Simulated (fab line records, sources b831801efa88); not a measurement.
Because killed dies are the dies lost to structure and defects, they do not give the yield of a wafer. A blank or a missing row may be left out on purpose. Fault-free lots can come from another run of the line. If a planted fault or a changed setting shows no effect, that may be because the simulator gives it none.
Problem report, 8D (eight disciplines) form, completed by code	flow gf180mcu	the parts of the form that need people (team, actions taken, sign-off) are left out

## 1. WHAT IS WRONG
Wafers free of any fault read 10.79 nm (standard deviation 0.21) for DUAL_GATE_OXIDATION_00_THK at GF_DUAL_GATE_THK_MEAS_03, against a mean of 11.99 nm on 6 wafers of 2 lots. That is +5.7 standard deviations from the usual mean.
First seen on wafer L564.2, day 9 03:44, on filmMetro-04. The record has a number at this step for 39 wafers belonging to 13 lots. By rule, "out" or "out of limits" means more than 4 standard deviations away from the usual mean. All remaining wafers that have a number are taken as sound.

## 2. WHAT THIS IS AND IS NOT
question	is	is not
which readings at this step	DUAL_GATE_OXIDATION_00_THK	-
which lots	L564, L566	L559, L561, L563, L565, L573, L575, L578, L579, L580, L581, L582
which wafers of those lots	all that have a number	-
read on which gauges	filmMetro-02, filmMetro-04	filmMetro-03
when	from day 9 03:44	up to then (9 sound wafers); but 24 sound wafers of L565, L573, L575, L578, L579, L580, L581, L582 came after

## 3. WHAT RULES OUT EACH SUSPECT
Counting: any tool at a process step up to the reading is kept as a suspect provided that every lot that is out went through it and no sound lot did after the first of them.
- ruled out: the gauge at GF_DUAL_GATE_THK_MEAS_03. Those wafers that are out were read across 2 gauges (filmMetro-02, filmMetro-04).
- furnace-02 at GF_DUAL_GATE_OXIDATION_02 (stabilise 600 s, purge 300 s, target thk 10.887 nm): ruled out as a lasting fault. After its first lot that is out, L564 (day 9 02:17), sound lots L575, L578, L579, L580, L582 ran on it.
Left after counting: nothing in the record.

## 4. THE CAUSE (what the simulator had put in)
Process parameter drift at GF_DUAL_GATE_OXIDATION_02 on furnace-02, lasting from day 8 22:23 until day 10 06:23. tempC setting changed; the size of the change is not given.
It was ruled out by counting, in error; the rule expects a fault to strike all lots run on its tool from its start on, and this fault did not.

## 5. SEQUENCE OF EFFECTS, ordered by route
One row per reading whose mean, taken over the struck wafers that have a number, lies over 3 standard deviations from the usual. Only readings for which the record gives a usual standard deviation are gone through. hours: the time from each lot's start at the first step in this table that gives one to its start at this step, as a median over the lots. sigmas: the change in usual standard deviations.
hours	step	reading	usual	on struck wafers	change	sigmas
0	GF_DUAL_GATE_OXIDATION_02	spikeTcBottomC	916.7 C	925.5	+8.8	+5.5
0	GF_DUAL_GATE_OXIDATION_02	spikeTcCentreC	900.4 C	907.9	+7.5	+6.8
0	GF_DUAL_GATE_OXIDATION_02	spikeTcLowerC	900.2 C	908.7	+8.5	+8.5
0	GF_DUAL_GATE_OXIDATION_02	spikeTcTopC	912.9 C	924.2	+11.3	+3.8
0	GF_DUAL_GATE_OXIDATION_02	spikeTcUpperC	899.5 C	908.8	+9.3	+6.7
1	GF_DUAL_GATE_THK_MEAS_03	DUAL_GATE_OXIDATION_00_THK	10.79 nm	11.99	+1.20	+5.7
It contains these process steps:
- GF_DUAL_GATE_OXIDATION_02: stabilise 600 s, purge 300 s, target thk 10.887 nm.

## 6. WHAT WOULD HAVE CAUGHT IT SOONER
5 hours passed between the start of the fault at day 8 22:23 and the first reading out of limits at a measuring or inspecting step in this record, taken at day 9 03:44.
At GF_DUAL_GATE_OXIDATION_02, the tool's own readings (spikeTcBottomC, spikeTcCentreC, spikeTcLowerC, spikeTcUpperC) were out on each struck wafer the step has a row for, so an alarm limit on them would have fired on the first such wafer.
